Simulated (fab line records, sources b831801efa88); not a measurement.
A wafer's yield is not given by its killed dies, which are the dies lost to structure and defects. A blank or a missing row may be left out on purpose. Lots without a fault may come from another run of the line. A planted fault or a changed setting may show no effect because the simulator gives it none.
Matching of chambers	flow sky130	SKY_CAP2M_CVD_00 on pecvd-03: 3 sister chambers
The step deposits SiO2, target thk 15.5 nm. 14 wafers are shown with their chamber, then 7 later ones without.

WAFERS WITH THEIR CHAMBER
wafer	chamber	heater_power_w (W)
L408.2	1	720
L408.3	0	790
L408.5	0	792
L409.1	2	695
L409.3	0	840
L409.5	0	845
L415.2	1	659
L415.4	2	637
L415.5	0	745
L416.3	2	723
L416.4	0	839
L416.5	2	712
L420.3	1	722
L420.4	0	885

SIGNATURES, as means of the wafers listed above
reading	chamber 0	chamber 1	chamber 2	scatter within a chamber
heater_power_w	819.43	700.33	691.75	42.5
Rule: distance of a wafer from a chamber = root of the sum over the readings of ((wafer's reading minus chamber's mean) / reading's scatter) squared. The wafer belongs to the nearest chamber; if the next one is less than 2 further off, it can't be placed. The scatter is the square root of a quotient: the sum, over the shown wafers, of each reading's squared deviation from its chamber's mean, divided by wafers minus chambers.

WAFERS WITH NO CHAMBER GIVEN
wafer	heater_power_w (W)
L420.6	713
L426.2	675
L426.5	703
L426.6	844
L429.2	740
L429.5	677
L429.6	759

THE CHAMBER EACH PASSED THROUGH
wafer	from the rows above	in truth
L420.6	can't be placed: 1 or 2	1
L426.2	can't be placed: 2 or 1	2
L426.5	can't be placed: 1 or 2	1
L426.6	0	0
L429.2	can't be placed: 1 or 2 or 0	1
L429.5	can't be placed: 2 or 1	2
L429.6	can't be placed: 1 or 0 or 2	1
Correctly placed: 1 of 7. Unplaceable from these rows: 6, with the true chamber sitting among the candidates in 6. 0 placed wrongly.
